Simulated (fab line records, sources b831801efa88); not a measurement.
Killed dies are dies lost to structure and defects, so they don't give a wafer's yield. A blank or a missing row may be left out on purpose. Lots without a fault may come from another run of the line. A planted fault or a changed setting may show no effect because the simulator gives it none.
A struck lot beside a sound one | flow sky130 | 45 steps out of a route of 708
Sound: wafers L733.2, L733.3, L733.6. Struck: wafer L736.4. (L736.5 of the same lot was not struck and is left out.) The cause comes at the end.
At each step with rows: each side's tool, then ch and its chambers, then its first start. Under that, the readings that differ: sound wafers | struck wafers | difference of the means | sigmas: that difference in standard deviations of wafers without a fault.
alike: readings whose means differ by less than 2 such deviations, and words and numbers that are the same on both sides. not compared: withheld readings, readings that some wafer has no value for, bounds like >300 that may hide the same value, and numbers for which the record gives no deviation and whose values overlap.
The two part at a step that has a row with sigmas, a row that says differs or no value, or rows on one side only. Numbers that don't overlap but have no deviation are shown without sigmas and don't part them. A reading that every wafer of one side lacks parts them only if that side has two wafers or more.

first, 5 steps without rows for these wafers: SKY_LDD_N_COAT_02 (resist thk 300 nm); SKY_LDD_N_SOFTBAKE_03 (time 60 s); SKY_LDD_N_EXPOSE_04 (exposes mask NTM, target cd 840 nm); SKY_LDD_N_PEB_05; SKY_LDD_N_DEVELOP_06 (develop time 60 s).
SKY_LDD_N_OVL_MEAS_07:
  sound on overlay-01, day 18 00:44; struck on overlay-02, day 19 03:58
  alike: LDD_N_OVL
then, 6 steps without rows for these wafers: SKY_LDD_N_IMPLANT_08; SKY_LDD_N_IMPLANT_09; SKY_LDD_N_IMPLANT_10; SKY_LDD_N_IMPLANT_11; SKY_LDD_N_IMPLANT_12; SKY_LDD_N_IMPLANT_13.
SKY_LDD_N_IMPLANT_14:
  sound on implanter-02 ch 0, day 18 01:42; struck on implanter-02 ch 0, day 19 04:58
  alike: rotation_deg
then, 1 step without rows for these wafers: SKY_LDD_N_IMPLANT_15.
SKY_LDD_N_STRIP_16: strips in O2/N2.
  sound on plasma_asher-02 ch 0,1, day 18 01:58; struck on plasma_asher-02 ch 1, day 19 05:13
  reading             | sound             | struck | difference | sigmas
  n2_flow_sccm (sccm) | 300.4 300.3 299.4 | 298.4  | -1.6       | -2
  alike: chamber_pressure_mTorr, drypump_motor_current_A, oes_product_au, strip_time_to_endpoint_s
  not compared: rf_hours_counter_h
SKY_LDD_N_TW_MEAS_17:
  sound on film_metro-02, day 18 02:05; struck on film_metro-01, day 19 05:19
  alike: LDD_N_TW
then, 7 steps without rows for these wafers: SKY_LDD_P_DEHYDRATE_00 (time 60 s); SKY_LDD_P_HMDS_01 (prime time 60 s); SKY_LDD_P_COAT_02 (resist thk 1140 nm); SKY_LDD_P_SOFTBAKE_03 (time 60 s); SKY_LDD_P_EXPOSE_04 (exposes mask PSDM, target cd 380 nm); SKY_LDD_P_PEB_05; SKY_LDD_P_DEVELOP_06 (develop time 60 s).
SKY_LDD_P_CD_MEAS_07: target cd 380 nm.
  sound on cd_sem-02, day 19 07:42; struck on cd_sem-02, day 20 11:48
  alike: cd_nm
SKY_LDD_P_OVL_MEAS_08:
  sound on overlay-02, day 19 07:49; struck on overlay-02, day 20 11:52
  alike: LDD_P_OVL
then, 1 step without rows for these wafers: SKY_LDD_P_IMPLANT_09.
SKY_LDD_P_STRIP_10: strips in O2/N2.
  sound on plasma_asher-01 ch 1, day 19 07:59; struck on plasma_asher-01 ch 0, day 20 12:05
  reading                     | sound       | struck | difference | sigmas
  drypump_motor_current_A (A) | 6.1 6.1 6.2 | 5.3    | -0.8       | -2
  alike: chamber_pressure_mTorr, n2_flow_sccm, oes_product_au, strip_time_to_endpoint_s
  not compared: rf_hours_counter_h
SKY_LDD_P_TW_MEAS_11:
  sound on film_metro-03, day 19 08:06; struck on film_metro-04, day 20 12:10
  alike: LDD_P_TW
then, 7 steps without rows for these wafers: SKY_LDD_HVN_DEHYDRATE_00 (time 60 s); SKY_LDD_HVN_HMDS_01 (prime time 60 s); SKY_LDD_HVN_COAT_02 (resist thk 300 nm); SKY_LDD_HVN_SOFTBAKE_03 (time 60 s); SKY_LDD_HVN_EXPOSE_04 (exposes mask HVNTM, target cd 700 nm); SKY_LDD_HVN_PEB_05; SKY_LDD_HVN_DEVELOP_06 (develop time 60 s).
SKY_LDD_HVN_OVL_MEAS_07:
  sound on overlay-01, day 20 14:21; struck on overlay-02, day 21 18:09
  reading          | sound       | struck | difference | sigmas
  LDD_HVN_OVL (nm) | 2.7 3.7 3.1 | -0.4   | -3.6       | -3
then, 1 step without rows for these wafers: SKY_LDD_HVN_IMPLANT_08.
SKY_LDD_HVN_STRIP_09: strips in O2/N2.
  sound on plasma_asher-01 ch 0,1, day 20 14:32; struck on plasma_asher-04 ch 0, day 21 18:22
  reading                     | sound       | struck | difference | sigmas
  drypump_motor_current_A (A) | 5.3 6.2 6.2 | 5.2    | -0.7       | -2
  alike: chamber_pressure_mTorr, n2_flow_sccm, oes_product_au, strip_time_to_endpoint_s
  not compared: rf_hours_counter_h
SKY_LDD_HVN_TW_MEAS_10:
  sound on film_metro-03, day 20 14:38; struck on film_metro-02, day 21 18:27
  alike: LDD_HVN_TW
then, 3 steps without rows for these wafers: SKY_LDD_HVP_DEHYDRATE_00 (time 60 s); SKY_LDD_HVP_HMDS_01 (prime time 60 s); SKY_LDD_HVP_COAT_02 (resist thk 300 nm).
-- the record jumps here: 18 days lie between the struck wafers' starts before and after (it left off in module LDD_HVP and takes up again in module VIA3, whose first step shown is number 576 of the route) --
SKY_VIA3_BOW_MEAS_03:
  sound on film_metro-02, day 38 17:44; struck on film_metro-03, day 39 19:10
  not compared: hold, VIA3_BOW
SKY_VIA3_DEHYDRATE_04: time 60 s.
  sound on litho_track-03 ch 0, day 39 06:25; struck on litho_track-03 ch 0, day 40 06:19
  reading | sound | struck                   | difference                   | sigmas
  hold    | - - - | await_dispo/3.3h/release | no value on the sound wafers |
-- the record jumps here: 6 days lie between the struck wafers' starts before and after (it left off in module VIA3 and takes up again in module PAD_OPEN, whose first step shown is number 708 of the route) --
SKY_PAD_OPEN_PROBE_99:
  sound on prober-02, day 45 20:56; struck on prober-01, day 46 17:08
  reading                                           | sound                          | struck   | difference | sigmas
  killed_at_contacts                                | 21 27 18                       | 39       | +17        | +3
  killed_open                                       | 42 40 52                       | 61       | +16        | +2
  model.etest.nfet_01v8.drive_ua_um_range           | 10.51 6.442 9.086              | 21.44    | +12.76     |
  model.etest.nfet_01v8.drive_ua_um_rim_less_centre | 8.511 4.047 5.102              | -4.932   | -10.819    |
  model.etest.nfet_01v8_swapped.vt_sat_v (V)        | 0.6356 0.6411 0.6432           | 0.6213   | -0.0187    |
  model.etest.nfet_01v8.vt_v_range                  | 0.0101 0.01347 0.008264        | 0.02293  | +0.01232   |
  model.etest.nfet_01v8.vt_v_rim_less_centre        | -0.002448 -0.0002266 0.0009572 | 0.005868 | +0.006440  |
  alike: killed_at_M0_to_M3, killed_at_M4_up, killed_at_front_end, killed_at_other, killed_dies, killed_short
  not compared: model.etest.nfet_01v8_swapped.vt_v, model.etest.nfet_01v8.vt_v, model.etest.nfet_01v8_lvt.vt_v

WHERE THEY PART
First at SKY_LDD_N_STRIP_16; last, within this record, at SKY_PAD_OPEN_PROBE_99.

WHY: what the simulator had put in
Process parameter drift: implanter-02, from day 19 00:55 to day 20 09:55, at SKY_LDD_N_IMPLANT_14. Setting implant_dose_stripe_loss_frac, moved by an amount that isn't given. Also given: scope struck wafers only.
